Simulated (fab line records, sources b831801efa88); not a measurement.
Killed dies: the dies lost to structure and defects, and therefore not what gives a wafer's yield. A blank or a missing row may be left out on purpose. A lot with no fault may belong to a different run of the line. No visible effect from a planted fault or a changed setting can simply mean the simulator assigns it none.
fab line records ; flow sky130
record lots=14; wafers=42; last-day=50
route steps=708 shown VIA1@466 PAD_OPEN@708
lots that met no fault: taken from a fault-free run of the same line
start-h: hours from the record's first day to the start of the lot's first wafer shown ; wait-h: hours elapsed since this lot's preceding step ; " same as the row above ; L1.1+2: a row that stands for several wafers ; - value missing, or start not given ; * or withheld: withheld ; < > ~ a bound
route shown NAME@n: names a module that has steps shown in the file, with the first one's number in the route ; usual: the fault-free wafers' mean and standard deviation ; same: alike in all rows ; chamber/n: place in a boat ; sites: each site's reading ; _std_site: the values' standard deviation ; _edge_site: outer sites' mean less inner sites' ; radius-mm: how far each site lies from the wafer's centre ; mask NAME#n: copy n ; behind: tool/chamber where the wafer was last shaped ; hold: the reason the lot was held/the length of the hold in hours/how it ended ; device: names the non-switching transistor (n, p or np) ; end of line: tests of these same wafers at the route's end ; a step given without rows: its recipe and nothing more ; killed: dies lost to structure and defects at the first sort, not the wafer's yield ; map: a wafer's dies, marking killed ones x, the rest . and places with no die _
set.NAME: the setting as run; set.NAME@STEP: as run at that earlier step ; model.NAME: the simulator's own value behind a step, which no gauge read
one table for each step of the route and one row for each wafer, over a sample of lots
## steps
# step SKY_VIA1_SOFTBAKE_08
# recipe temp-c=100; time-s=90; resist=KrF-thick
# usual exhaust-pa=45.2/0.96; heater-power-total-W=57.38/0.11; run-length-s=119.26/0.22
lot.wafer;tool;chamber;start-h;wait-h;exhaust-pa;heater-power-total-W;run-length-s
L484.1;litho-track-01;0;780;-;46.1;57.13;118.99
L484.2;litho-track-01;0;780;-;46.2;57.46;119.03
L484.3;litho-track-01;0;780;-;47.0;57.26;119.32
L485.1;litho-track-01;0;785;-;44.5;57.48;119.17
L485.2;litho-track-01;0;785;-;44.9;57.41;119.13
L485.6;litho-track-01;0;785;-;45.9;57.37;119.21
L486.3;litho-track-04;0;802;-;46.5;57.27;119.48
L486.4;litho-track-04;0;802;-;45.8;57.50;119.44
L486.5;litho-track-04;0;803;-;46.0;57.51;119.44
L487.2;litho-track-02;0;803;-;46.3;57.24;119.35
L487.3;litho-track-02;0;803;-;47.5;57.53;119.16
L487.4;litho-track-02;0;803;-;46.3;57.25;119.49
L488.1;litho-track-02;0;819;-;45.2;57.31;119.36
L488.3;litho-track-02;0;819;-;43.8;57.36;119.34
L488.6;litho-track-02;0;819;-;43.9;57.32;119.45
L490.3;litho-track-02;0;827;-;44.1;57.49;119.14
L490.5;litho-track-02;0;827;-;45.6;57.46;119.18
L490.6;litho-track-02;0;827;-;44.0;57.19;119.20
L492.4;litho-track-04;0;839;-;44.9;57.54;119.65
L492.5;litho-track-04;0;839;-;46.5;57.25;119.36
L492.6;litho-track-04;0;839;-;45.3;57.34;119.36
L493.2;litho-track-01;0;848;-;45.9;57.52;119.12
L493.3;litho-track-01;0;848;-;44.6;57.33;119.02
L493.5;litho-track-01;0;848;-;44.6;57.30;119.05
L494.2;litho-track-01;0;849;-;45.2;57.40;119.05
L494.3;litho-track-01;0;849;-;45.3;57.38;119.00
L494.5;litho-track-01;0;849;-;44.7;57.28;119.03
L496.2;litho-track-04;0;877;-;45.1;57.50;119.68
L496.3;litho-track-04;0;877;-;45.3;57.42;119.61
L496.4;litho-track-04;0;877;-;45.8;57.46;119.60
L497.1;litho-track-04;0;883;-;44.3;57.27;119.45
L497.3;litho-track-04;0;883;-;44.7;57.45;119.50
L497.4;litho-track-04;0;883;-;44.3;57.43;119.45
L503.3;litho-track-01;0;922;-;44.8;57.37;119.21
L503.4;litho-track-01;0;922;-;44.8;57.31;118.93
L503.5;litho-track-01;0;922;-;43.9;57.29;118.94
L505.1;litho-track-04;0;935;-;45.5;67.56;84.89
L505.3;litho-track-04;0;936;-;45.3;57.41;119.45
L505.6;litho-track-04;0;936;-;45.8;57.32;119.69
L506.1;litho-track-04;0;938;-;45.5;67.54;84.76
L506.4;litho-track-04;0;938;-;46.4;67.61;84.79
L506.6;litho-track-04;0;938;-;45.8;57.22;119.61
# step SKY_PAD_OPEN_PROBE_99
# usual defect-limited-yield=82.5/1.7; killed_at_M0_to_M3=42/6.1; killed_at_M4_up=3.1/1.7; killed-at-contacts=24/5.5; killed-at-front-end=16/4.1; killed-at-other=0.3/0.57; killed-dies=86/8.2; killed-open=47/6.8; killed-short=38/5.8; sort_bin_3_pad_short=0.8/0.42; sort_bin_5_function=10.2/1.3; sort_bin_6_memory=6.4/1; sort-n-pass=406/8.2; sort-yield-pct=82.5/1.7
# same gross-dies=492; killed-at-back-side=0; sort_bin_4_leakage[%]=0; sort_bin_8_speed[%]=0
lot.wafer;tool;chamber;start-h;wait-h;defect-limited-yield[%];killed_at_M0_to_M3;killed_at_M4_up;killed-at-contacts;killed-at-front-end;killed-at-other;killed-dies;killed-open;killed-short;sort_bin_3_pad_short[%];sort_bin_5_function[%];sort_bin_6_memory[%];sort-n-pass;sort-yield-pct[%]
L486.3;prober-02;-;1092.81;0.2;85.0;44;1;17;11;1;74;39;35;0.4;9.1;5.5;418;85.0
L486.4;prober-02;-;1092.86;0.2;83.9;38;5;21;15;0;79;36;43;1.0;9.6;5.5;413;83.9
L486.5;prober-02;-;1092.91;0.2;82.3;43;6;23;15;0;87;33;54;0.6;8.1;8.9;405;82.3
L490.3;prober-02;-;1113.61;0.2;83.3;42;4;21;15;0;82;44;37;0.4;8.7;7.5;410;83.3
L490.5;prober-02;-;1113.71;0.2;81.3;46;5;20;21;0;92;47;45;0.6;10.6;7.5;400;81.3
L490.6;prober-02;-;1113.76;0.2;78.5;41;6;43;16;0;106;59;46;0.8;12.4;8.3;386;78.5
L492.4;prober-02;-;1121.81;0.2;84.6;42;3;24;6;1;76;47;29;1.2;7.7;6.5;416;84.6
L492.5;prober-02;-;1121.86;0.2;82.1;41;3;34;10;0;88;57;30;0.6;10.8;6.5;404;82.1
L492.6;prober-02;-;1121.91;0.2;82.1;38;3;21;25;1;88;50;38;1.8;10.2;5.9;404;82.1
L493.2;prober-01;-;1128.04;0.1;84.1;43;2;20;13;0;78;46;32;0.8;9.6;5.5;414;84.1
L493.3;prober-01;-;1128.09;0.2;83.1;47;3;18;15;0;83;51;32;1.4;9.6;5.9;409;83.1
L493.5;prober-01;-;1128.19;0.2;83.7;34;7;27;12;0;80;43;37;1.6;9.8;4.9;412;83.7
L497.1;prober-01;-;1153.74;0.1;84.1;30;4;29;15;0;78;43;35;0.6;8.9;6.3;414;84.1
L497.3;prober-01;-;1153.84;0.2;83.9;32;7;28;12;0;79;49;30;0.6;8.9;6.5;413;83.9
L497.4;prober-01;-;1153.89;0.2;81.7;44;4;26;15;1;90;50;40;0.2;10.2;7.9;402;81.7
L503.3;prober-01;-;1179.49;0.2;81.9;49;4;24;12;0;89;48;41;1.6;9.8;6.7;403;81.9
L503.4;prober-01;-;1179.54;0.2;85.2;45;4;13;11;0;73;46;27;1.2;8.1;5.5;419;85.2
L503.5;prober-01;-;1179.59;0.2;80.9;51;7;21;15;0;94;52;41;0.8;11.0;7.3;398;80.9
L505.1;prober-01;-;1189.90;0.1;82.3;41;4;18;23;1;87;47;40;0.6;9.3;7.7;405;82.3
L505.3;prober-01;-;1190.00;0.2;82.7;47;2;21;15;0;85;41;43;0.8;10.4;6.1;407;82.7
L505.6;prober-01;-;1190.15;0.2;80.9;46;2;36;8;2;94;49;44;0.6;10.6;7.9;398;80.9
L506.1;prober-02;-;1192.64;0.1;82.7;47;3;25;9;1;85;49;36;1.0;10.4;5.9;407;82.7
L506.4;prober-02;-;1192.79;0.2;81.7;46;1;24;17;2;90;47;42;0.8;11.0;6.5;402;81.7
L506.6;prober-02;-;1192.89;0.2;83.1;32;5;29;17;0;83;43;40;0.6;8.5;7.7;409;83.1
# killed by level:class
L486.3 VIA2:geometric-particle:open=10 VIA1:geometric-particle:open=9 LI_CONTACT:geometric-particle:open=7 METAL1:geometric-particle:short=6 FIELD_ISO:geometric-particle:open=5 METAL2:geometric-particle:short=5 VIA2:geometric-particle:short=5 LI_CONTACT:geometric-particle:short=4
L486.4 VIA2:geometric-particle:open=8 CONTACT:geometric-particle:open=7 METAL1:geometric-particle:short=7 VIA1:geometric-particle:open=6 POLY_GATE:geometric-particle:short=5 LI_CONTACT:geometric-particle:open=5 FIELD_ISO:geometric-particle:short=4 VIA1:geometric-particle:short=4
L486.5 VIA1:geometric-particle:short=11 VIA1:geometric-particle:open=7 CONTACT:geometric-particle:short=7 FIELD_ISO:geometric-particle:open=5 VIA3:geometric-particle:short=5 LOCAL_INTERCONNECT:geometric-particle:short=5 CONTACT:geometric-particle:open=5 VIA2:geometric-particle:open=5
L490.3 VIA1:geometric-particle:open=9 VIA3:geometric-particle:open=9 METAL1:geometric-particle:short=8 CONTACT:geometric-particle:open=7 METAL2:geometric-particle:short=5 LOCAL_INTERCONNECT:geometric-particle:short=5 POLY_GATE:geometric-particle:open=4 CONTACT:geometric-particle:short=4
L490.5 CONTACT:geometric-particle:open=10 VIA1:geometric-particle:short=9 POLY_GATE:geometric-particle:open=8 LI_CONTACT:geometric-particle:open=7 VIA1:geometric-particle:open=7 VIA3:geometric-particle:open=7 METAL1:geometric-particle:short=6 FIELD_ISO:geometric-particle:short=5
L490.6 CONTACT:geometric-particle:open=14 VIA1:geometric-particle:open=13 LI_CONTACT:geometric-particle:open=12 VIA2:geometric-particle:open=7 LOCAL_INTERCONNECT:geometric-particle:short=7 FIELD_ISO:geometric-particle:short=6 LI_CONTACT:geometric-particle:short=6 METAL4:geometric-particle:short=6
L492.4 VIA1:geometric-particle:open=14 CONTACT:geometric-particle:open=8 VIA2:geometric-particle:open=7 LOCAL_INTERCONNECT:geometric-particle:short=6 CONTACT:geometric-particle:short=5 LI_CONTACT:geometric-particle:open=5 METAL2:geometric-particle:short=5 METAL1:geometric-particle:short=3
L492.5 CONTACT:geometric-particle:open=17 VIA1:geometric-particle:open=13 LI_CONTACT:geometric-particle:open=10 VIA1:geometric-particle:short=7 VIA3:geometric-particle:open=6 METAL1:geometric-particle:short=6 FIELD_ISO:geometric-particle:open=3 LI_CONTACT:geometric-particle:short=3
L492.6 POLY_GATE:geometric-particle:open=9 CONTACT:geometric-particle:open=9 VIA1:geometric-particle:open=8 FIELD_ISO:geometric-particle:open=6 VIA3:geometric-particle:short=6 LI_CONTACT:geometric-particle:open=6 VIA3:geometric-particle:open=5 VIA1:geometric-particle:short=5
L493.2 VIA1:geometric-particle:open=8 CONTACT:geometric-particle:open=8 VIA2:geometric-particle:open=7 CONTACT:geometric-particle:short=6 VIA3:geometric-particle:open=6 POLY_GATE:geometric-particle:short=5 METAL1:geometric-particle:short=5 METAL1:geometric-particle:open=5
L493.3 VIA3:geometric-particle:open=11 LI_CONTACT:geometric-particle:open=8 VIA1:geometric-particle:open=8 VIA2:geometric-particle:open=8 CONTACT:geometric-particle:open=6 METAL2:geometric-particle:short=6 FIELD_ISO:geometric-particle:short=5 POLY_GATE:geometric-particle:short=3
L493.5 CONTACT:geometric-particle:open=12 VIA1:geometric-particle:open=12 LI_CONTACT:geometric-particle:open=7 FIELD_ISO:geometric-particle:short=6 METAL1:geometric-particle:short=6 METAL4:geometric-particle:short=5 POLY_GATE:geometric-particle:short=4 LI_CONTACT:geometric-particle:short=4
L497.1 VIA1:geometric-particle:open=11 CONTACT:geometric-particle:open=10 LI_CONTACT:geometric-particle:open=8 METAL2:geometric-particle:short=6 CONTACT:geometric-particle:short=5 POLY_GATE:geometric-particle:open=4 POLY_GATE:geometric-particle:short=4 LOCAL_INTERCONNECT:geometric-particle:short=4
L497.3 LI_CONTACT:geometric-particle:open=9 CONTACT:geometric-particle:open=9 VIA2:geometric-particle:open=9 METAL4:geometric-particle:short=5 FIELD_ISO:geometric-particle:short=4 FIELD_ISO:geometric-particle:open=4 LOCAL_INTERCONNECT:geometric-particle:short=4 METAL1:geometric-particle:short=4
L497.4 VIA1:geometric-particle:open=10 CONTACT:geometric-particle:open=8 LI_CONTACT:geometric-particle:open=7 METAL2:geometric-particle:short=7 METAL1:geometric-particle:short=6 FIELD_ISO:geometric-particle:open=5 VIA3:geometric-particle:open=5 LOCAL_INTERCONNECT:geometric-particle:short=5
L503.3 VIA1:geometric-particle:open=11 CONTACT:geometric-particle:open=9 METAL1:geometric-particle:short=8 VIA2:geometric-particle:open=7 LI_CONTACT:geometric-particle:open=5 VIA3:geometric-particle:open=5 VIA1:geometric-particle:short=5 POLY_GATE:geometric-particle:open=4
L503.4 VIA1:geometric-particle:open=10 VIA2:geometric-particle:open=8 VIA3:geometric-particle:open=7 FIELD_ISO:geometric-particle:short=5 CONTACT:geometric-particle:open=5 METAL2:geometric-particle:short=5 CONTACT:geometric-particle:short=4 LI_CONTACT:geometric-particle:open=3
L503.5 VIA1:geometric-particle:open=12 VIA2:geometric-particle:open=12 LI_CONTACT:geometric-particle:open=7 METAL1:geometric-particle:short=7 CONTACT:geometric-particle:open=6 METAL2:geometric-particle:short=5 LOCAL_INTERCONNECT:geometric-particle:short=4 FIELD_ISO:geometric-particle:short=4
L505.1 VIA3:geometric-particle:open=11 FIELD_ISO:geometric-particle:open=8 VIA2:geometric-particle:open=6 LI_CONTACT:geometric-particle:open=5 LOCAL_INTERCONNECT:geometric-particle:short=5 METAL2:geometric-particle:short=5 METAL1:geometric-particle:short=4 POLY_GATE:geometric-particle:short=3
L505.3 VIA3:geometric-particle:open=6 LI_CONTACT:geometric-particle:open=6 VIA2:geometric-particle:open=6 CONTACT:geometric-particle:short=5 METAL1:geometric-particle:short=5 VIA1:geometric-particle:open=5 VIA3:geometric-particle:short=5 LOCAL_INTERCONNECT:geometric-particle:short=4
L505.6 CONTACT:geometric-particle:open=14 LI_CONTACT:geometric-particle:open=10 VIA3:geometric-particle:open=9 METAL1:geometric-particle:short=9 VIA1:geometric-particle:open=7 LOCAL_INTERCONNECT:geometric-particle:short=5 VIA1:geometric-particle:short=5 METAL2:geometric-particle:short=5
L506.1 VIA1:geometric-particle:open=15 CONTACT:geometric-particle:open=8 METAL1:geometric-particle:short=7 VIA2:geometric-particle:open=7 VIA3:geometric-particle:open=6 LOCAL_INTERCONNECT:geometric-particle:short=6 LI_CONTACT:geometric-particle:open=4 LI_CONTACT:geometric-particle:short=4
L506.4 VIA1:geometric-particle:open=15 LI_CONTACT:geometric-particle:open=7 METAL1:geometric-particle:short=6 METAL2:geometric-particle:short=6 LOCAL_INTERCONNECT:geometric-particle:short=5 CONTACT:geometric-particle:open=5 VIA1:geometric-particle:short=5 FIELD_ISO:geometric-particle:short=4
L506.6 VIA1:geometric-particle:open=11 CONTACT:geometric-particle:open=8 METAL1:geometric-particle:short=8 LI_CONTACT:geometric-particle:open=6 CONTACT:geometric-particle:short=5 LOCAL_INTERCONNECT:geometric-particle:short=5 FIELD_ISO:geometric-particle:open=4 FIELD_ISO:geometric-particle:short=4
## key
first-sign step=SKY_VIA1_SOFTBAKE_08; reading=run-length-s; direction=down; sigmas=99+; usual=*; struck=*
effect step=SKY_VIA1_SOFTBAKE_08; reading=heater-power-total-W; direction=up; sigmas=92; usual=*; struck=*
met-at SKY_VIA1_SOFTBAKE_08
struck-lots L505,L506
struck-wafers L505.1,L506.1,L506.4
onset-between 883 935
fault kind=process-parameter-drift; tool=litho-track-04; chamber=-; onset-h=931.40; steps=SKY_VIA1_SOFTBAKE_08; channel=time-s; offset=*; shape=step; end-h=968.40; scope=struck-wafers-only; acts-in=*; stated=*
